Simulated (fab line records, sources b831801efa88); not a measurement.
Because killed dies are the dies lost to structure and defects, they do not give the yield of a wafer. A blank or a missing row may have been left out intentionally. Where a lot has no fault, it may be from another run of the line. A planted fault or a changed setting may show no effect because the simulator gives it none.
fab line records    flow sky130
record: lots: 12  wafers: 36  last-day: 50
route steps=708 shown SONOS_ONO@182 RES_PROTECT@215 POLY_GATE@228 PAD_OPEN@708
lots untouched by any fault: they come from a run of this same line in which no faults occurred
start-h: start of the lot's first displayed wafer, in hours after the record's first day    wait-h: hours elapsed since this lot's preceding step    " the same as in the row above    L1.1+2: one row covering several wafers at once    - no value, or no start was given    * or withheld: withheld    < > ~ a bound
route shown NAME@n: NAME is a module with steps in the file, n the number in the route of the first one    usual: average and standard deviation across the fault-free wafers    same: alike in all rows    chamber/n: place in a boat    sites: each site's reading    _std_site: standard deviation across them    _edge_site: inner sites' mean taken away from outer sites' mean    radius-mm: for every site, how far away it sits from the centre of the wafer    mask NAME#n: copy n    behind: the tool/chamber that last shaped the wafer    hold: why the lot went on hold/how many hours it stayed there/how the hold came to an end    device: transistor that didn't switch, given as n, p or np    end of line: tests run on the same wafers once the route is complete    a step given without rows: its recipe and nothing more    killed: count of dies lost to structure and defects at first sort (not the wafer's yield)    map: a wafer's dies, marking killed ones x, the rest . and places with no die _
set.NAME: the run value of the setting; set.NAME@STEP: its run value at that earlier step    model.NAME: the simulator's own value behind a step, which no gauge read
route steps across a sampled set of lots; one table per step, one row per wafer
services: from which hour (start-h, from the record's first day; less than 0 if before it) a tool's chamber was out of use, for how many hours, and why
== steps ==
step: SKY_SONOS_ONO_OVL_MEAS_14
usual: SONOS_ONO_OVL: 0.3/1.5
lot.wafer  tool        chamber  start-h  wait-h  SONOS_ONO_OVL[nm]
L463.3     overlay-02  -        302.55   0.1     -1.2
L463.4     "           -        "        "       -1.0
L463.5     "           -        "        "       0.1
L466.1     overlay-02  -        319.53   0.1     1.3
L466.2     "           -        "        "       -0.1
L466.6     "           -        "        "       2.2
L467.2     overlay-02  -        322.76   0.1     1.3
L467.3     "           -        "        "       -0.2
L467.4     "           -        "        "       -0.6
L468.1     overlay-02  -        324.43   0.1     -1.2
L468.3     "           -        "        "       1.4
L468.6     "           -        "        "       -1.3
L470.1     overlay-02  -        342.23   0.1     2.1
L470.4     "           -        "        "       3.7
L470.6     "           -        "        "       0.9
L472.2     overlay-02  -        360.61   0.1     -0.4
L472.3     "           -        "        "       -1.9
L472.5     "           -        "        "       -2.7
L477.1     overlay-01  -        390.30   0.1     -1.6
L477.3     "           -        "        "       -2.1
L477.5     "           -        "        "       0.4
L478.3     overlay-02  -        405.39   0.1     1.0
L478.4     "           -        "        "       1.3
L478.6     "           -        "        "       -0.2
L480.1     overlay-01  -        421.35   0.1     -0.3
L480.3     "           -        "        "       0.5
L480.6     "           -        "        "       0.3
L485.3     overlay-02  -        463.84   0.1     -1.8
L485.4     "           -        "        "       -0.3
L485.5     "           -        "        "       -1.3
L484.2     overlay-02  -        464.13   0.1     4.8
L484.4     "           -        "        "       3.0
L484.5     "           -        "        "       3.5
L486.1     overlay-01  -        471.32   0.1     1.2
L486.3     "           -        "        "       1.3
L486.5     "           -        "        "       2.7
step: SKY_RES_PROTECT_TW_MEAS_08
usual: POLY_GATE_TW: 4049/20
lot.wafer  tool           chamber  start-h  wait-h  POLY_GATE_TW
L463.3     film-metro-04  -        360.37   0.1     4028
L463.4     "              -        "        "       4043
L463.5     "              -        "        "       4067
L466.1     film-metro-04  -        381.05   0.1     4036
L466.2     "              -        "        "       4040
L466.6     "              -        "        "       4055
L467.2     film-metro-01  -        385.26   0.1     4083
L467.3     "              -        "        "       4064
L467.4     "              -        "        "       4069
L468.1     film-metro-02  -        386.57   0.1     4032
L468.3     "              -        "        "       4017
L468.6     "              -        "        "       4028
L470.1     film-metro-01  -        405.38   0.1     4067
L470.4     "              -        "        "       4062
L470.6     "              -        "        "       4054
L472.2     film-metro-01  -        426.80   0.1     4059
L472.3     "              -        "        "       4055
L472.5     "              -        "        "       4055
L477.1     film-metro-02  -        460.73   0.1     4056
L477.3     "              -        "        "       4033
L477.5     "              -        "        "       4034
L478.3     film-metro-04  -        473.35   0.1     4053
L478.4     "              -        "        "       4048
L478.6     "              -        "        "       4050
L480.1     film-metro-02  -        488.23   0.1     4073
L480.3     "              -        "        "       4084
L480.6     "              -        "        "       4091
L484.2     film-metro-04  -        531.94   0.1     4053
L484.4     "              -        "        "       4070
L484.5     "              -        "        "       4067
L485.3     film-metro-01  -        533.15   0.1     4024
L485.4     "              -        "        "       4055
L485.5     "              -        "        "       4058
L486.1     film-metro-01  -        539.35   0.1     4041
L486.3     "              -        "        "       4064
L486.5     "              -        "        "       4070
step: SKY_POLY_GATE_OVL_MEAS_14
usual: POLY_GATE_OVL: 2/5.5
lot.wafer  tool        chamber  start-h  wait-h  POLY_GATE_OVL[nm]
L463.3     overlay-01  -        390.66   0.1     -6
L463.4     "           -        "        "       -4
L463.5     "           -        "        "       -6
L466.1     overlay-01  -        412.93   0.1     -1
L466.2     "           -        "        "       -5
L466.6     "           -        "        "       0
L467.2     overlay-02  -        417.81   0.1     -1
L467.3     "           -        "        "       1
L467.4     "           -        "        "       2
L468.1     overlay-01  -        419.96   0.1     5
L468.3     "           -        "        "       13
L468.6     "           -        "        "       7
L470.1     overlay-01  -        439.68   0.1     3
L470.4     "           -        "        "       -3
L470.6     "           -        "        "       -4
L472.2     overlay-02  -        459.06   0.1     6
L472.3     "           -        "        "       -1
L472.5     "           -        "        "       3
L477.1     overlay-02  -        493.28   0.1     9
L477.3     "           -        "        "       5
L477.5     "           -        "        "       11
L478.3     overlay-02  -        506.41   0.1     -2
L478.4     "           -        "        "       -4
L478.6     "           -        "        "       -9
L480.1     overlay-01  -        521.13   0.1     1
L480.3     "           -        "        "       8
L480.6     "           -        "        "       4
L484.2     overlay-01  -        563.06   0.1     2
L484.4     "           -        "        "       -1
L484.5     "           -        "        "       -10
L485.3     overlay-01  -        566.22   0.1     1
L485.4     "           -        "        "       -1
L485.5     "           -        "        "       0
L486.1     overlay-02  -        570.90   0.1     6
L486.3     "           -        "        "       -4
L486.5     "           -        "        "       1
step: SKY_POLY_GATE_OXIDATION_20
recipe: temp-c: 850  ambient: O2  stabilise-s: 600  purge-s: 300  target-thk-a: 40  ox-time-s: 899
usual: spike-tc-bottom-C: 870.0/2.5  spike-tc-centre-C: 851.3/1.6  spike-tc-lower-C: 849.9/0.97  spike-tc-top-C: 863.2/0.9  spike-tc-upper-C: 849.8/1.1  tube-center-temp-C: 849.99/0.086  tube_center_temp_C_max: 852.2/0.36
lot.wafer  tool        chamber  start-h  wait-h  spike-tc-bottom-C  spike-tc-centre-C  spike-tc-lower-C  spike-tc-top-C  spike-tc-upper-C  tube-center-temp-C  tube_center_temp_C_max
L463.3     furnace-01  0        392.01   0.9     871.0              847.9              850.3             862.3           852.4             849.92              851.9
L463.4     "           0        "        "       870.1              849.1              849.0             863.9           849.7             849.89              852.0
L463.5     "           0        "        "       872.1              850.4              849.6             862.4           849.5             849.99              852.5
L466.1     furnace-01  0        413.36   0.0     871.4              850.3              850.7             863.6           850.1             849.95              851.9
L466.2     "           0        "        "       871.5              851.1              851.0             862.7           848.7             850.14              852.2
L466.6     "           0        "        "       872.4              850.6              848.8             863.3           849.7             849.9               852.0
L467.2     furnace-01  0        419.01   0.8     871.8              851.4              849.3             862.0           850.4             850.06              851.9
L467.3     "           0        "        "       872.9              849.7              848.3             863.4           850.2             850.04              852.3
L467.4     "           0        "        "       870.3              850.6              849.4             863.2           850.3             850.04              851.9
L468.1     furnace-01  0        423.20   2.8     872.3              849.4              850.8             862.1           849.2             850.15              852.4
L468.3     "           0        "        "       874.3              851.1              850.5             862.4           849.8             849.87              852.4
L468.6     "           0        "        "       873.0              849.5              850.3             863.3           848.9             849.92              852.0
L470.1     furnace-02  0        440.17   0.1     866.0              851.0              850.6             863.1           849.4             849.94              852.2
L470.4     "           0        "        "       865.9              853.7              850.2             863.5           850.9             849.93              851.8
L470.6     "           0        "        "       865.7              853.6              848.4             862.5           852.2             850.16              851.9
L472.2     furnace-01  0        461.52   2.0     872.6              850.9              848.9             862.9           850.0             850.05              852.1
L472.3     "           0        "        "       873.1              849.7              850.4             863.2           849.2             850.09              852.4
L472.5     "           0        "        "       873.0              849.4              851.2             862.8           851.0             850.04              852.1
L477.1     furnace-02  0        493.71   0.0     867.0              852.5              849.2             863.7           849.0             850.01              852.2
L477.3     "           0        "        "       867.6              852.8              850.1             864.0           849.8             850.08              852.3
L477.5     "           0        "        "       868.0              854.9              849.1             863.3           849.3             849.98              851.8
L478.3     furnace-01  0        507.72   0.9     840.5              818.2              819.1             832.3           817.0             817.52              819.6
L478.4     "           0        "        "       838.5              816.8              817.5             831.8           817.8             817.5               820.4
L478.6     "           0        "        "       839.8              817.2              817.3             830.7           817.4             817.56              819.7
L480.1     furnace-01  0        521.62   0.0     840.3              816.1              817.7             832.2           817.4             817.58              820.2
L480.3     "           0        "        "       839.9              818.9              817.8             830.0           816.8             817.64              820.1
L480.6     "           0        "        "       839.0              817.4              818.1             830.9           816.3             817.48              819.5
L484.2     furnace-02  0        563.48   0.0     867.6              852.3              850.4             862.9           848.5             850.09              851.9
L484.4     "           0        "        "       868.1              853.1              850.7             862.6           849.8             849.96              851.8
L484.5     "           0        "        "       868.1              853.3              848.6             863.7           850.3             850.04              852.4
L485.3     furnace-02  0        566.63   0.0     868.4              852.0              848.1             863.7           851.1             849.75              851.9
L485.4     "           0        "        "       866.8              852.9              850.1             862.6           851.2             849.96              852.2
L485.5     "           0        "        "       867.9              853.7              850.3             863.5           848.5             849.94              852.2
L486.1     furnace-02  0        571.32   0.0     870.0              854.0              851.5             863.7           850.7             850.01              852.0
L486.3     "           0        "        "       868.9              853.6              850.8             864.9           848.8             849.87              852.9
L486.5     "           0        "        "       867.5              854.3              849.4             864.3           851.5             849.92              852.8
step: SKY_POLY_GATE_THK_MEAS_21
recipe: reads: SiO2_of_POLY_GATE_OXIDATION_20
usual: POLY_GATE_OXIDATION_THK: 3.99/0.077
lot.wafer  tool           chamber  start-h  wait-h  POLY_GATE_OXIDATION_THK[nm]
L463.3     film-metro-01  -        393.28   0.0     4.00
L463.4     "              -        "        "       4.09
L463.5     "              -        "        "       4.04
L466.1     film-metro-02  -        414.61   0.0     3.95
L466.2     "              -        "        "       3.99
L466.6     "              -        "        "       4.03
L467.2     film-metro-02  -        420.27   0.0     3.95
L467.3     "              -        "        "       3.95
L467.4     "              -        "        "       3.95
L468.1     film-metro-03  -        424.45   0.0     4.04
L468.3     "              -        "        "       3.96
L468.6     "              -        "        "       4.00
L470.1     film-metro-02  -        441.42   0.0     4.08
L470.4     "              -        "        "       4.00
L470.6     "              -        "        "       4.03
L472.2     film-metro-01  -        462.78   0.0     3.97
L472.3     "              -        "        "       3.95
L472.5     "              -        "        "       4.01
L477.1     film-metro-02  -        494.96   0.0     3.97
L477.3     "              -        "        "       4.00
L477.5     "              -        "        "       3.96
L478.3     film-metro-03  -        508.99   0.0     2.51
L478.4     "              -        "        "       2.57
L478.6     "              -        "        "       2.47
L480.1     film-metro-03  -        522.87   0.0     2.80
L480.3     "              -        "        "       2.74
L480.6     "              -        "        "       2.62
L484.2     film-metro-03  -        564.74   0.0     3.94
L484.4     "              -        "        "       3.97
L484.5     "              -        "        "       3.89
L485.3     film-metro-03  -        567.90   0.0     4.05
L485.4     "              -        "        "       3.99
L485.5     "              -        "        "       4.02
L486.1     film-metro-02  -        572.57   0.0     4.03
L486.3     "              -        "        "       3.95
L486.5     "              -        "        "       3.95
step: SKY_PAD_OPEN_PROBE_99
usual: killed_at_M0_to_M3: 43/7  killed_at_M4_up: 3.1/1.9  killed-at-contacts: 25/6.1  killed-at-front-end: 15/4.5  killed-at-other: 0.3/0.55  killed-dies: 87/8.9  killed-on-rim: 17/4  killed-open: 47/6.4  killed-short: 40/6.6
same: gross-dies: 492  killed-at-back-side: 0
lot.wafer  tool       chamber  start-h  wait-h  killed_at_M0_to_M3  killed_at_M4_up  killed-at-contacts  killed-at-front-end  killed-at-other  killed-dies  killed-on-rim  killed-open  killed-short
L463.3     prober-02  -        1091.30  0.2     41                  3                26                  14                   0                84           8              45           39
L463.4     prober-02  -        1091.35  0.2     33                  0                36                  14                   0                83           16             51           32
L463.5     prober-02  -        1091.40  0.2     49                  5                28                  14                   1                97           17             49           47
L466.1     prober-02  -        1106.27  0.1     41                  2                35                  11                   1                90           15             46           43
L466.2     prober-02  -        1106.32  0.1     50                  4                25                  13                   0                92           14             49           43
L466.6     prober-02  -        1106.52  0.2     48                  1                23                  19                   0                91           24             54           37
L467.2     prober-02  -        1110.67  0.1     48                  4                21                  14                   0                87           15             52           35
L467.3     prober-02  -        1110.72  0.2     34                  3                18                  27                   0                82           15             45           37
L467.4     prober-02  -        1110.77  0.2     40                  0                21                  18                   0                79           11             38           41
L468.1     prober-01  -        1114.94  0.1     54                  2                17                  17                   1                91           18             47           42
L468.3     prober-01  -        1115.04  0.2     46                  1                22                  9                    1                79           13             49           29
L468.6     prober-01  -        1115.19  0.2     42                  3                20                  18                   0                83           13             57           25
L470.1     prober-01  -        1133.58  0.1     52                  0                28                  15                   0                95           16             51           44
L470.4     prober-01  -        1133.73  0.2     49                  4                26                  21                   1                101          25             48           53
L470.6     prober-01  -        1133.83  0.2     45                  3                15                  19                   0                82           15             48           34
L472.2     prober-01  -        1137.56  0.1     65                  5                24                  14                   0                108          28             61           47
L472.3     prober-01  -        1137.61  0.2     44                  3                27                  13                   0                87           19             47           40
L472.5     prober-01  -        1137.71  0.2     47                  6                29                  14                   0                96           17             55           41
L477.1     prober-02  -        1162.87  0.1     49                  3                22                  12                   1                87           26             46           38
L477.3     prober-02  -        1162.97  0.2     38                  4                25                  16                   1                84           21             47           37
L477.5     prober-02  -        1163.07  0.2     48                  4                27                  12                   0                91           21             55           36
L478.3     prober-01  -        1165.14  0.2     46                  1                21                  18                   0                86           11             43           43
L478.4     prober-01  -        1165.19  0.2     37                  3                37                  12                   0                89           21             49           40
L478.6     prober-01  -        1165.29  0.2     39                  0                22                  16                   1                78           12             53           25
L480.1     prober-02  -        1172.57  0.1     40                  5                25                  19                   0                89           21             46           38
L480.3     prober-02  -        1172.67  0.2     37                  0                22                  14                   1                74           12             43           30
L480.6     prober-02  -        1172.82  0.2     41                  1                25                  22                   0                89           13             56           33
L485.3     prober-01  -        1198.81  0.2     45                  3                24                  14                   0                86           14             37           48
L485.4     prober-01  -        1198.86  0.2     44                  2                25                  18                   0                89           18             52           37
L485.5     prober-01  -        1198.91  0.2     39                  5                13                  8                    0                65           16             41           24
L484.2     prober-02  -        1201.98  0.1     38                  5                21                  19                   0                83           16             43           40
L484.4     prober-02  -        1202.08  0.2     41                  4                31                  16                   0                92           15             45           47
L484.5     prober-02  -        1202.13  0.2     42                  1                27                  27                   1                98           22             53           45
L486.1     prober-01  -        1204.27  0.1     47                  2                18                  18                   1                86           21             40           46
L486.3     prober-01  -        1204.37  0.2     40                  1                22                  15                   0                78           14             39           39
L486.5     prober-01  -        1204.47  0.2     49                  3                26                  23                   0                101          28             47           54
killed by level:class
L463.3 FIELD_ISO:geometric-particle:open=7 CONTACT:geometric-particle:open=7 VIA1:geometric-particle:open=7 LI_CONTACT:geometric-particle:open=6 VIA1:geometric-particle:short=6 METAL2:geometric-particle:short=5 VIA3:geometric-particle:open=5 METAL3:geometric-particle:short=5
L463.4 CONTACT:geometric-particle:open=19 CONTACT:geometric-particle:short=10 VIA1:geometric-particle:open=8 VIA2:geometric-particle:open=7 VIA3:geometric-particle:open=6 LI_CONTACT:geometric-particle:open=5 POLY_GATE:geometric-particle:short=4 VIA1:geometric-particle:short=4
L463.5 VIA1:geometric-particle:short=11 CONTACT:geometric-particle:open=10 VIA1:geometric-particle:open=9 VIA2:geometric-particle:open=8 LI_CONTACT:geometric-particle:short=6 LI_CONTACT:geometric-particle:open=6 VIA2:geometric-particle:short=5 FIELD_ISO:geometric-particle:open=4
L466.1 CONTACT:geometric-particle:open=12 LI_CONTACT:geometric-particle:open=9 METAL2:geometric-particle:short=7 CONTACT:geometric-particle:short=6 VIA2:geometric-particle:short=6 VIA1:geometric-particle:open=6 VIA2:geometric-particle:open=5 VIA1:geometric-particle:short=4
L466.2 VIA1:geometric-particle:open=13 METAL2:geometric-particle:short=12 LI_CONTACT:geometric-particle:open=10 CONTACT:geometric-particle:open=7 VIA1:geometric-particle:short=6 FIELD_ISO:geometric-particle:short=5 VIA2:geometric-particle:open=5 VIA3:geometric-particle:open=5
L466.6 VIA1:geometric-particle:open=14 CONTACT:geometric-particle:open=9 LI_CONTACT:geometric-particle:open=7 FIELD_ISO:geometric-particle:open=6 VIA2:geometric-particle:open=6 VIA3:geometric-particle:open=5 METAL1:geometric-particle:short=5 VIA1:geometric-particle:short=5
L467.2 CONTACT:geometric-particle:open=12 VIA1:geometric-particle:open=10 METAL2:geometric-particle:short=10 FIELD_ISO:geometric-particle:open=8 METAL1:geometric-particle:short=6 VIA3:geometric-particle:open=6 VIA2:geometric-particle:open=4 LI_CONTACT:geometric-particle:open=3
L467.3 VIA1:geometric-particle:open=10 FIELD_ISO:geometric-particle:short=9 CONTACT:geometric-particle:open=9 FIELD_ISO:geometric-particle:open=6 VIA3:geometric-particle:short=6 VIA1:geometric-particle:short=5 POLY_GATE:geometric-particle:short=4 POLY_GATE:geometric-particle:open=4
L467.4 VIA3:geometric-particle:open=9 FIELD_ISO:geometric-particle:short=7 CONTACT:geometric-particle:short=7 CONTACT:geometric-particle:open=6 VIA1:geometric-particle:open=6 METAL1:geometric-particle:short=6 METAL2:geometric-particle:short=6 FIELD_ISO:geometric-particle:open=5
L468.1 VIA1:geometric-particle:open=13 METAL2:geometric-particle:short=9 VIA3:geometric-particle:open=8 VIA1:geometric-particle:short=6 VIA2:geometric-particle:short=6 CONTACT:geometric-particle:open=5 FIELD_ISO:geometric-particle:open=4 LOCAL_INTERCONNECT:geometric-particle:short=4
L468.3 VIA1:geometric-particle:open=13 VIA3:geometric-particle:open=9 VIA2:geometric-particle:open=8 CONTACT:geometric-particle:open=8 LI_CONTACT:geometric-particle:open=6 METAL2:geometric-particle:short=5 CONTACT:geometric-particle:short=4 POLY_GATE:geometric-particle:open=3
L468.6 CONTACT:geometric-particle:open=11 METAL2:geometric-particle:short=8 VIA1:geometric-particle:open=8 VIA2:geometric-particle:open=7 LI_CONTACT:geometric-particle:open=7 POLY_GATE:geometric-particle:open=6 VIA3:geometric-particle:open=6 POLY_GATE:geometric-particle:short=4
L470.1 CONTACT:geometric-particle:open=11 LI_CONTACT:geometric-particle:open=10 VIA1:geometric-particle:open=9 VIA1:geometric-particle:short=8 VIA2:geometric-particle:open=8 METAL1:geometric-particle:short=7 VIA3:geometric-particle:short=7 FIELD_ISO:geometric-particle:open=5
L470.4 VIA1:geometric-particle:open=10 FIELD_ISO:geometric-particle:short=8 LI_CONTACT:geometric-particle:open=8 VIA1:geometric-particle:short=8 VIA2:geometric-particle:open=8 CONTACT:geometric-particle:short=6 CONTACT:geometric-particle:open=6 FIELD_ISO:geometric-particle:open=4
L470.6 VIA1:geometric-particle:open=16 VIA2:geometric-particle:open=9 FIELD_ISO:geometric-particle:short=6 CONTACT:geometric-particle:open=5 FIELD_ISO:geometric-particle:open=5 METAL1:geometric-particle:short=5 VIA3:geometric-particle:open=4 POLY_GATE:geometric-particle:short=3
L472.2 VIA1:geometric-particle:open=22 VIA1:geometric-particle:short=12 CONTACT:geometric-particle:short=10 VIA2:geometric-particle:open=9 VIA3:geometric-particle:open=8 LI_CONTACT:geometric-particle:open=5 CONTACT:geometric-particle:open=5 METAL1:geometric-particle:short=4
L472.3 VIA1:geometric-particle:open=18 VIA3:geometric-particle:open=8 CONTACT:geometric-particle:open=7 LI_CONTACT:geometric-particle:open=6 CONTACT:geometric-particle:short=6 LOCAL_INTERCONNECT:geometric-particle:short=5 POLY_GATE:geometric-particle:short=4 METAL1:geometric-particle:short=4
L472.5 VIA1:geometric-particle:open=14 CONTACT:geometric-particle:open=12 CONTACT:geometric-particle:short=9 VIA2:geometric-particle:open=7 VIA3:geometric-particle:open=7 METAL2:geometric-particle:short=5 LI_CONTACT:geometric-particle:open=4 FIELD_ISO:geometric-particle:open=3
L477.1 VIA1:geometric-particle:open=11 VIA2:geometric-particle:open=9 VIA3:geometric-particle:open=9 METAL1:geometric-particle:short=7 LOCAL_INTERCONNECT:geometric-particle:short=6 CONTACT:geometric-particle:open=6 CONTACT:geometric-particle:short=5 LI_CONTACT:geometric-particle:open=4
L477.3 CONTACT:geometric-particle:open=10 VIA1:geometric-particle:open=10 VIA2:geometric-particle:open=7 FIELD_ISO:geometric-particle:open=6 LOCAL_INTERCONNECT:geometric-particle:short=6 CONTACT:geometric-particle:short=4 METAL1:geometric-particle:short=4 POLY_GATE:geometric-particle:short=3
L477.5 LI_CONTACT:geometric-particle:open=11 VIA1:geometric-particle:open=9 VIA2:geometric-particle:open=8 VIA3:geometric-particle:open=8 VIA1:geometric-particle:short=7 CONTACT:geometric-particle:open=7 METAL1:geometric-particle:short=7 POLY_GATE:geometric-particle:short=4
L478.3 VIA2:geometric-particle:open=9 METAL1:geometric-particle:short=7 VIA1:geometric-particle:open=6 METAL2:geometric-particle:short=6 LI_CONTACT:geometric-particle:open=5 FIELD_ISO:geometric-particle:open=4 SPACER:geometric-particle:short=4 CONTACT:geometric-particle:open=4
L478.4 CONTACT:geometric-particle:open=10 LI_CONTACT:geometric-particle:open=10 VIA1:geometric-particle:open=9 CONTACT:geometric-particle:short=8 VIA2:geometric-particle:open=8 METAL1:geometric-particle:short=7 FIELD_ISO:geometric-particle:open=4 LOCAL_INTERCONNECT:geometric-particle:short=4
L478.6 VIA1:geometric-particle:open=12 VIA2:geometric-particle:open=9 LI_CONTACT:geometric-particle:open=7 VIA3:geometric-particle:open=6 METAL1:geometric-particle:short=4 FIELD_ISO:geometric-particle:open=4 LOCAL_INTERCONNECT:geometric-particle:short=4 CONTACT:geometric-particle:open=4
L480.1 VIA3:geometric-particle:open=11 METAL1:geometric-particle:short=8 LI_CONTACT:geometric-particle:open=7 LOCAL_INTERCONNECT:geometric-particle:short=7 FIELD_ISO:geometric-particle:open=6 CONTACT:geometric-particle:open=6 POLY_GATE:geometric-particle:short=5 VIA2:geometric-particle:short=5
L480.3 VIA2:geometric-particle:open=8 LI_CONTACT:geometric-particle:open=8 VIA3:geometric-particle:open=7 CONTACT:geometric-particle:open=6 VIA1:geometric-particle:open=6 METAL1:geometric-particle:short=5 POLY_GATE:geometric-particle:short=5 VIA3:geometric-particle:short=4
L480.6 CONTACT:geometric-particle:open=11 VIA3:geometric-particle:open=9 POLY_GATE:geometric-particle:open=8 VIA1:geometric-particle:open=8 LI_CONTACT:geometric-particle:open=6 VIA2:geometric-particle:open=6 FIELD_ISO:geometric-particle:open=5 LOCAL_INTERCONNECT:geometric-particle:short=5
L485.3 VIA1:geometric-particle:short=9 VIA2:geometric-particle:open=9 VIA1:geometric-particle:open=8 CONTACT:geometric-particle:short=8 METAL2:geometric-particle:short=7 LOCAL_INTERCONNECT:geometric-particle:short=6 FIELD_ISO:geometric-particle:open=5 VIA3:geometric-particle:short=5
L485.4 VIA1:geometric-particle:open=18 CONTACT:geometric-particle:open=12 POLY_GATE:geometric-particle:short=6 VIA3:geometric-particle:open=6 LOCAL_INTERCONNECT:geometric-particle:short=5 FIELD_ISO:geometric-particle:short=4 VIA2:geometric-particle:open=4 FIELD_ISO:geometric-particle:open=3
L485.5 VIA1:geometric-particle:open=9 CONTACT:geometric-particle:open=9 VIA2:geometric-particle:open=8 VIA3:geometric-particle:open=6 METAL2:geometric-particle:short=4 METAL3:geometric-particle:short=3 METAL1:geometric-particle:short=3 METAL4:geometric-particle:short=3
L484.2 POLY_GATE:geometric-particle:short=7 LI_CONTACT:geometric-particle:open=7 CONTACT:geometric-particle:open=7 VIA1:geometric-particle:open=6 METAL1:geometric-particle:short=6 VIA2:geometric-particle:open=6 METAL2:geometric-particle:short=6 FIELD_ISO:geometric-particle:open=5
L484.4 VIA1:geometric-particle:open=14 CONTACT:geometric-particle:open=12 CONTACT:geometric-particle:short=11 FIELD_ISO:geometric-particle:short=7 POLY_GATE:geometric-particle:short=4 LI_CONTACT:geometric-particle:open=4 VIA3:geometric-particle:open=4 VIA2:geometric-particle:short=4
L484.5 CONTACT:geometric-particle:open=9 VIA2:geometric-particle:open=9 POLY_GATE:geometric-particle:short=8 LI_CONTACT:geometric-particle:open=8 METAL2:geometric-particle:short=8 FIELD_ISO:geometric-particle:open=7 VIA1:geometric-particle:open=6 CONTACT:geometric-particle:short=6
L486.1 POLY_GATE:geometric-particle:short=7 VIA3:geometric-particle:open=7 CONTACT:geometric-particle:open=7 VIA1:geometric-particle:open=7 METAL1:geometric-particle:short=6 VIA2:geometric-particle:open=5 METAL2:geometric-particle:short=5 METAL3:geometric-particle:short=4
L486.3 CONTACT:geometric-particle:open=9 VIA3:geometric-particle:open=8 VIA1:geometric-particle:open=7 FIELD_ISO:geometric-particle:short=6 METAL2:geometric-particle:short=5 LI_CONTACT:geometric-particle:short=4 METAL1:geometric-particle:short=4 CONTACT:geometric-particle:short=4
L486.5 VIA1:geometric-particle:open=11 METAL1:geometric-particle:short=8 FIELD_ISO:geometric-particle:short=7 POLY_GATE:geometric-particle:short=7 LI_CONTACT:geometric-particle:open=7 CONTACT:geometric-particle:open=7 CONTACT:geometric-particle:short=7 METAL2:geometric-particle:short=7
== services ==
tool        chamber  start-h  hours  kind
furnace-02  -        413.96   3.7    pm
furnace-01  -        440.86   3.1    pm
furnace-02  -        458.32   5.8    pm
furnace-01  -        469.48   3.9    pm
furnace-01  -        523.12   2.1    repair
furnace-01  -        528.42   7.8    repair
furnace-02  -        534.53   25.9   repair
== key ==
first-sign: step: SKY_POLY_GATE_OXIDATION_20  reading: tube-center-temp-C  direction: down  sigmas: 99+  usual: *  struck: *
effect: step: SKY_POLY_GATE_OXIDATION_20  reading: tube_center_temp_C_max  direction: down  sigmas: 89  usual: *  struck: *
effect: step: SKY_POLY_GATE_THK_MEAS_21  reading: POLY_GATE_OXIDATION_THK  direction: down  sigmas: 18  usual: 3.99  struck: 2.62
met-at SKY_POLY_GATE_OXIDATION_20
struck-lots L478,L480
tester-left-out L478,L480
not-acting-at SKY_SONOS_ONO_OVL_MEAS_14,SKY_RES_PROTECT_TW_MEAS_08,SKY_POLY_GATE_OVL_MEAS_14
onset-between 461.52 507.72
fault: kind: process-parameter-drift  tool: furnace-01  chamber: -  onset-h: 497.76  steps: SKY_POLY_GATE_OXIDATION_20  channel: temp-c  offset: *  shape: step  end-h: 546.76  acts-in: *  stated: *
tester-left-out: of these lots the tester's yield and bins aren't shown, on N5 and GAA mostly nor the transistor test; their killed dies are dies lost to structure and defects alone, not to doping, threshold or leakage, so they don't give the yield
